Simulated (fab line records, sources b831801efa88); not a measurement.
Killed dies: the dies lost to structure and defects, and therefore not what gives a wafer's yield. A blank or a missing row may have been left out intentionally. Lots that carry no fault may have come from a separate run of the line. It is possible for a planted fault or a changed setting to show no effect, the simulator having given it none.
Chamber matching / flow sky130 / 3 sister chambers for SKY_CAP2M_CVD_00 on pecvd-04
The step deposits SiO2, target thk 15.5 nm. 3 wafers are shown with their chamber, then 8 later ones without.

== WAFERS, EACH WITH ITS CHAMBER ==
wafer=L082.2; chamber=2; heaterPowerW (W)=701
wafer=L085.4; chamber=0; heaterPowerW (W)=834
wafer=L086.1; chamber=1; heaterPowerW (W)=800

== WAFERS MISSING THEIR CHAMBER ==
wafer=L086.2; heaterPowerW (W)=734
wafer=L086.4; heaterPowerW (W)=729
wafer=L089.2; heaterPowerW (W)=811
wafer=L089.4; heaterPowerW (W)=842
wafer=L089.5; heaterPowerW (W)=744
wafer=L094.1; heaterPowerW (W)=837
wafer=L094.4; heaterPowerW (W)=778
wafer=L094.5; heaterPowerW (W)=820

== WHICH CHAMBER EACH ONE RAN IN ==
wafer=L086.2; from the rows above=can't be placed: 2 or 1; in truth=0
wafer=L086.4; from the rows above=can't be placed: 2 or 1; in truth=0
wafer=L089.2; from the rows above=can't be placed: 1 or 0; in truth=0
wafer=L089.4; from the rows above=can't be placed: 0 or 1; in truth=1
wafer=L089.5; from the rows above=can't be placed: 2 or 1 or 0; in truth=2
wafer=L094.1; from the rows above=can't be placed: 0 or 1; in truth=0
wafer=L094.4; from the rows above=can't be placed: 1 or 0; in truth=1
wafer=L094.5; from the rows above=can't be placed: 0 or 1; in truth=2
Correctly placed: 0 of 8. Can't be placed from these rows: 8 (the true chamber is among the candidates in 5). Placed wrongly: 0.
How it was worked out, from the rows above alone: a wafer's distance from a chamber is the root of the sum, over the readings, of the square of ((its reading less the chamber's mean) divided by the reading's scatter). The wafer belongs to the nearest chamber; if the next one is less than 2 further off, it can't be placed. The mean given for a chamber averages the wafers shown for that chamber. The scatter (one wafer shown for each chamber): square how far every hidden wafer sits from the nearest shown wafer, average those squares and take the square root.
